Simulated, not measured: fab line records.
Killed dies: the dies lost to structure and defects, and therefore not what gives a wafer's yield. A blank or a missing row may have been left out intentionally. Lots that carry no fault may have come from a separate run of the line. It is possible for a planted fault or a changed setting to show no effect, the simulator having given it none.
Code-filled problem report in 8D (eight disciplines) form ; flow sky130 ; the parts of the form that need people (team, actions taken, sign-off) are left out

== 1. THE ISSUE ==
Wafers without a fault read 0.855 a.u., standard deviation 0.0055; oesProductAu at SKY_VIA1_ETCH_14 reads a mean of 0.967 a.u. on 4 wafers belonging to 3 lots. That puts it +20 standard deviations away from the usual mean.
The step: etches BARC in N2/H2, stops on SiO2, time 45.9 s, target depth 60 nm.
First seen on wafer L451.2, day 37 04:22, on rieDiel-03. The record has a number at this step for 18 wafers belonging to 7 lots. Rule for "out" (also "out of limits"): further than 4 standard deviations from the usual mean. The rest of the wafers with a number are treated as sound.

== 2. WHAT IT IS; WHAT IT IS NOT ==
question;is;is not
which readings at this step;oesProductAu, runLengthS;drypumpMotorCurrentA
which lots;L451, L452, L453;L444, L445, L456, L460
which wafers of those lots;L451.2, L452.1, L453.1, L453.2;L451.3, L452.3
read on which tools;rieDiel-03;rieDiel-01
when;from day 37 04:22;"up to then (7 sound wafers); but 7 sound wafers of L452, L456, L460 came after"

== 3. WHAT RULES OUT EACH SUSPECT ==
Counting: if a tool at a process step up to the reading ran every lot that is out, it stays a suspect. Sound lots after the first of them don't rule it out here, since some wafers of a struck lot are sound.
- cmp-02 at SKY_VIA1_CMP_02 (polishes SiO2): kept. Ran every lot that is out, first one L451 (day 36 01:52); last sound lot up to then L445 (day 34 05:26).
- rieDiel-03 at SKY_VIA1_ETCH_14 (etches BARC in N2/H2, stops on SiO2, time 45.9 s, target depth 60 nm): kept. Ran every lot that is out, first one L451 (day 37 04:22); last sound lot up to then L444 (day 35 01:49). On those wafers its own readings are out: oesProductAu, runLengthS.
The count leaves rieDiel-03 at SKY_VIA1_ETCH_14 and cmp-02 at SKY_VIA1_CMP_02.

== 4. THE CAUSE (what the simulator had put in) ==
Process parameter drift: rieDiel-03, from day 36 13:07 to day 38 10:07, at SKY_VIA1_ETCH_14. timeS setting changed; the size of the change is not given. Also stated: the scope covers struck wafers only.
After counting, 2 suspects remain, this tool included.

== 5. SEQUENCE OF EFFECTS, ordered by route ==
Each row: a reading whose mean over the struck wafers that have a number lies more than 3 standard deviations from the usual. Only readings whose record carries a usual standard deviation are examined. hours: median over the lots of the time between each lot's start at the first step of this table that gives one and its start at this step. sigmas: the change, counted in usual standard deviations.
hours;step;reading;usual;on struck wafers;change;sigmas
0;SKY_VIA1_ETCH_14;oesProductAu;0.855 a.u.;0.967;+0.112;+20
0;SKY_VIA1_ETCH_14;runLengthS;74.3 s;68.7;-5.6;-13
0;SKY_VIA1_STRIP_16;stripTimeToEndpointS;4.461 s;4.538;+0.077;+3.9
Its process steps:
- SKY_VIA1_ETCH_14: etches BARC in N2/H2, stops on SiO2, time 45.9 s, target depth 60 nm.
- SKY_VIA1_STRIP_16: strips in O2/N2.

== 6. HOW IT WOULD HAVE BEEN CAUGHT EARLIER ==
In this record the first reading out of limits was taken at day 37 04:22, 15 hours after the fault began at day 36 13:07.
